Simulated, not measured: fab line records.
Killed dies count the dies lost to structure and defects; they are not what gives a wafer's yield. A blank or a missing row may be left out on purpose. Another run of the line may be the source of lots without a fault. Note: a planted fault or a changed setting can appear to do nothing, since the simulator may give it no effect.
fab line records + flow sfq_line
[record]
- lots = 14
- wafers = 42
- last_day = 80
route steps=325 shown I5@228 C5@248
lots that met no fault: from a run of the same line without faults
start_h: the number of hours between the record's first day and the start of the first shown wafer of the lot + wait_h: hours from the lot's prior step to this one + " as in the row above + L1.1+2: several wafers, shown together as one row + - either no value or no given start + * or withheld: withheld + < > ~ a bound
route shown NAME@n: names a module that has steps shown in the file, with the first one's number in the route + usual: average and standard deviation across the fault-free wafers + same: alike in all rows + chamber/n: place in a boat + sites: the reading at each site + _std_site: the standard deviation of these + _edge_site: outer sites' mean less inner sites' + radius_mm: how far each site lies from the wafer's centre + mask NAME#n: copy n + behind: the last tool/chamber to shape the wafer + hold: why the lot went on hold/how many hours it stayed there/how the hold came to an end + device: which transistor (n, p or np) failed to switch + end of line: the tests these same wafers got at the end of their route + where a step has no rows: the recipe by itself + killed: not the wafer's yield, but the dies lost to structure and defects at the first sort + map: shows each die of a wafer: x if killed, . if not, _ if none is there
set.NAME: the setting the step ran with; set.NAME@STEP: the setting that earlier step ran with + model.NAME: the simulator's own value behind a step, which no gauge read
a sample of lots followed through the steps of the route, with each step as a table and each wafer as a row
services: when a tool's chamber went out of use (start_h, in hours from the record's first day, below 0 if earlier), for how many hours, and the reason
[[steps]]
[step SFQ_TRILAYER_A5C_DEP_PECVD_142]
[recipe]
- material = SiO2
- temp_c = 150
- time_s = 15.556
- pressure_torr = 2.4
- rf_w = 183.3
- precursor = SiH4/N2O
- target_thk_nm = 70
[usual]
- heater_power_w = 81/15
- throttle_valve_pct = 24.8/1.2
| lot.wafer | tool     | chamber | start_h | wait_h | heater_power_w | since_wet_clean_h | throttle_valve_pct |
|-----------|----------|---------|---------|--------|----------------|-------------------|--------------------|
| L638.2    | pecvd-02 | 1       | 1271.07 | 0.0    | 66             | 1063              | 24.8               |
| L638.3    | "        | 0       | "       | "      | 54             | 1063              | 25.7               |
| L638.6    | "        | 2       | "       | "      | 70             | -                 | 27.5               |
| L639.1    | pecvd-01 | 0       | 1271.53 | 0.0    | 102            | 694               | 23.5               |
| L639.4    | "        | 2       | "       | "      | 82             | -                 | 24.5               |
| L639.6    | "        | 1       | "       | "      | 105            | -                 | 23.7               |
| L641.2    | pecvd-02 | 2       | 1275.36 | 0.0    | 76             | 1067              | 27.6               |
| L641.4    | "        | 1       | "       | "      | 70             | -                 | 24.7               |
| L641.5    | "        | 2       | "       | "      | 76             | -                 | 27.6               |
| L642.1    | pecvd-01 | 1       | 1402.44 | 0.0    | 97             | 825               | 23.9               |
| L642.3    | "        | 2       | "       | "      | 80             | 825               | 24.7               |
| L642.4    | "        | 1       | "       | "      | 99             | -                 | 24.0               |
| L643.2    | pecvd-01 | 2       | 1404.84 | 0.0    | 86             | 827               | 25.0               |
| L643.4    | "        | 2       | "       | "      | 84             | -                 | 24.8               |
| L643.6    | "        | 2       | "       | "      | 86             | -                 | 24.7               |
| L645.1    | pecvd-01 | 2       | 1407.49 | 0.0    | 89             | 830               | 24.9               |
| L645.4    | "        | 0       | "       | "      | 99             | -                 | 23.6               |
| L645.5    | "        | 0       | "       | "      | 104            | -                 | 23.5               |
| L646.2    | pecvd-04 | 2       | 1412.31 | 0.0    | 87             | 82                | 24.6               |
| L646.4    | "        | 0       | "       | "      | 84             | -                 | 23.1               |
| L646.5    | "        | 2       | "       | "      | 88             | -                 | 24.5               |
| L647.1    | pecvd-02 | 1       | 1417.35 | 0.0    | 63             | 1209              | 24.9               |
| L647.2    | "        | 2       | "       | "      | 71             | 1209              | 27.7               |
| L647.5    | "        | 2       | "       | "      | 72             | -                 | 27.5               |
| L648.1    | pecvd-01 | 2       | 1418.31 | 0.0    | 70             | 841               | 24.8               |
| L648.2    | "        | 0       | "       | "      | 101            | 841               | 23.5               |
| L648.4    | "        | 2       | "       | "      | 74             | -                 | 24.8               |
| L649.4    | pecvd-02 | 2       | 1545.45 | 0.0    | 61             | -                 | 27.7               |
| L649.5    | "        | 1       | "       | "      | 60             | -                 | 24.8               |
| L649.6    | "        | 0       | "       | "      | 61             | -                 | 26.0               |
| L652.2    | pecvd-01 | 2       | 1603.04 | 0.0    | 78             | 1025              | 24.8               |
| L652.3    | "        | 0       | "       | "      | 89             | 1025              | 23.9               |
| L652.6    | "        | 1       | "       | "      | 103            | -                 | 24.1               |
| L654.2    | pecvd-01 | 0       | 1607.84 | 0.0    | 106            | 1030              | 23.9               |
| L654.3    | "        | 2       | "       | "      | 78             | 1030              | 25.0               |
| L654.6    | "        | 0       | "       | "      | 106            | -                 | 24.1               |
| L659.2    | pecvd-02 | 1       | 1617.22 | 0.0    | 65             | 1409              | 24.8               |
| L659.4    | "        | 0       | "       | "      | 56             | -                 | 26.0               |
| L659.6    | "        | 1       | "       | "      | 66             | -                 | 24.8               |
| L661.3    | pecvd-04 | 0       | 1631.00 | 0.0    | 73             | 300               | 23.4               |
| L661.4    | "        | 1       | "       | "      | 90             | -                 | 23.6               |
| L661.6    | "        | 0       | "       | "      | 75             | -                 | 23.5               |
[step SFQ_TRILAYER_C5_ETCH_VIA_ETCH_154]
[recipe]
- target = SiO2
- mask_material = PR
- chemistry = CHF3
- target_depth_nm = 84
- source_w = 500
- bias_w = 80
- pressure_mtorr = 30
- time_s = withheld
- stop_on = Nb
[usual]
- drypump_motor_current_A = 5.7/0.48
- oes_product_au = 0.893/0.0086
| lot.wafer | tool        | chamber | start_h | wait_h | drypump_motor_current_A | oes_product_au |
|-----------|-------------|---------|---------|--------|-------------------------|----------------|
| L638.2    | rie_diel-01 | 1       | 1394.04 | 0.0    | 6.2                     | 0.879          |
| L638.3    | "           | 2       | "       | "      | 5.6                     | 0.883          |
| L638.6    | "           | 2       | "       | "      | 5.6                     | 0.891          |
| L639.1    | rie_diel-04 | 3       | 1419.84 | 0.0    | 6.3                     | 0.886          |
| L639.4    | "           | 2       | "       | "      | 5.0                     | 0.891          |
| L639.6    | "           | 2       | "       | "      | 4.9                     | 0.892          |
| L641.2    | rie_diel-03 | 0       | 1423.44 | 0.0    | 5.8                     | 0.870          |
| L641.4    | "           | 1       | "       | "      | 5.9                     | 0.887          |
| L641.5    | "           | 0       | "       | "      | 5.8                     | 0.887          |
| L642.1    | rie_diel-01 | 2       | 1518.18 | 0.0    | 5.6                     | 0.897          |
| L642.3    | "           | 1       | "       | "      | 6.1                     | 0.883          |
| L642.4    | "           | 3       | "       | "      | 6.0                     | 0.912          |
| L643.2    | rie_diel-03 | 2       | 1552.98 | 0.0    | 5.2                     | 0.899          |
| L643.4    | "           | 1       | "       | "      | 5.9                     | 0.896          |
| L643.6    | "           | 2       | "       | "      | 5.2                     | 0.904          |
| L645.1    | rie_diel-03 | 2       | 1556.58 | 0.0    | 5.1                     | 0.892          |
| L645.4    | "           | 1       | "       | "      | 5.9                     | 0.890          |
| L645.5    | "           | 2       | "       | "      | 5.1                     | 0.895          |
| L646.2    | rie_diel-01 | 1       | 1558.98 | 0.0    | 6.2                     | 0.884          |
| L646.4    | "           | 0       | "       | "      | 6.6                     | 0.910          |
| L646.5    | "           | 0       | "       | "      | 6.6                     | 0.897          |
| L647.1    | rie_diel-04 | 0       | 1560.18 | 0.0    | 5.0                     | 0.886          |
| L647.2    | "           | 1       | "       | "      | 5.6                     | 0.886          |
| L647.5    | "           | 0       | "       | "      | 5.0                     | 0.883          |
| L648.1    | rie_diel-01 | 3       | 1563.78 | 0.0    | 6.0                     | 0.893          |
| L648.2    | "           | 2       | "       | "      | 5.6                     | 0.884          |
| L648.4    | "           | 0       | "       | "      | 6.6                     | 0.899          |
| L649.4    | rie_diel-03 | 3       | 1638.25 | 0.0    | 5.5                     | 0.875          |
| L649.5    | "           | 0       | "       | "      | 5.8                     | 0.880          |
| L649.6    | "           | 3       | "       | "      | 5.5                     | 0.899          |
| L652.2    | rie_diel-03 | 2       | 1695.85 | 0.0    | 5.1                     | 1.005          |
| L652.3    | "           | 1       | "       | "      | 5.9                     | 1.006          |
| L652.6    | "           | 3       | "       | "      | 5.5                     | 0.916          |
| L654.2    | rie_diel-01 | 0       | 1701.85 | 0.0    | 6.6                     | 0.990          |
| L654.3    | "           | 2       | "       | "      | 5.6                     | 0.991          |
| L654.6    | "           | 3       | "       | "      | 6.0                     | 0.898          |
| L659.2    | rie_diel-03 | 3       | 1718.45 | 0.0    | 5.5                     | 0.880          |
| L659.4    | "           | 3       | "       | "      | 5.5                     | 0.894          |
| L659.6    | "           | 2       | "       | "      | 5.2                     | 0.879          |
| L661.3    | rie_diel-03 | 1       | 1730.45 | 0.0    | 5.9                     | 0.897          |
| L661.4    | "           | 0       | "       | "      | 5.8                     | 0.895          |
| L661.6    | "           | 2       | "       | "      | 5.2                     | 0.897          |
[[services]]
| tool        | chamber | start_h | hours | kind   |
|-------------|---------|---------|-------|--------|
| pecvd-02    | -       | 1253.15 | 0.9   | repair |
| pecvd-01    | -       | 1282.47 | 0.9   | repair |
| pecvd-01    | 2       | 1292.78 | 14.7  | repair |
| pecvd-01    | 1       | 1294.18 | 6.2   | repair |
| rie_diel-01 | 3       | 1296.71 | 3.4   | repair |
| rie_diel-03 | -       | 1299.96 | 2.0   | repair |
| rie_diel-01 | 2       | 1304.03 | 11.2  | repair |
| rie_diel-03 | 0       | 1308.14 | 7.2   | repair |
| pecvd-01    | -       | 1337.40 | 0.5   | repair |
| pecvd-02    | 1       | 1355.55 | 6.2   | repair |
| pecvd-02    | -       | 1375.50 | 2.8   | pm     |
| rie_diel-03 | 0       | 1388.43 | 9.5   | repair |
| rie_diel-01 | -       | 1395.38 | 14.6  | pm     |
| pecvd-01    | 1       | 1404.15 | 25.5  | repair |
| rie_diel-01 | 0       | 1461.31 | 6.4   | repair |
| pecvd-01    | -       | 1469.30 | 14.6  | pm     |
| pecvd-02    | 0       | 1479.86 | 6.3   | repair |
| rie_diel-01 | 3       | 1531.42 | 5.2   | repair |
| rie_diel-01 | 2       | 1549.30 | 4.0   | repair |
| pecvd-01    | 0       | 1576.26 | 6.1   | repair |
| rie_diel-03 | 2       | 1602.46 | 5.0   | repair |
| rie_diel-03 | 1       | 1656.94 | 2.0   | repair |
| pecvd-01    | -       | 1682.10 | 0.9   | repair |
| pecvd-01    | 1       | 1689.33 | 16.0  | repair |
[[key]]
[first_sign]
- step = SFQ_TRILAYER_C5_ETCH_VIA_ETCH_154
- reading = oes_product_au
- direction = up
- sigmas = 12
- usual = 0.893
- struck = 0.998
effect none on later readings
met_at SFQ_TRILAYER_A5C_DEP_PECVD_142
struck_lots L652,L654
struck_wafers L652.2,L652.3,L654.2,L654.3
onset_between 1418.31 1603.04
[fault]
- kind = process_parameter_drift
- tool = pecvd-01
- chamber = -
- onset_h = 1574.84
- steps = SFQ_TRILAYER_A5C_DEP_PECVD_142
- channel = target_thk_nm
- offset = 64.637
- shape = step
- end_h = 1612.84
- scope = struck_wafers_only
- acts_in = these_recipes_only
- stated = 70
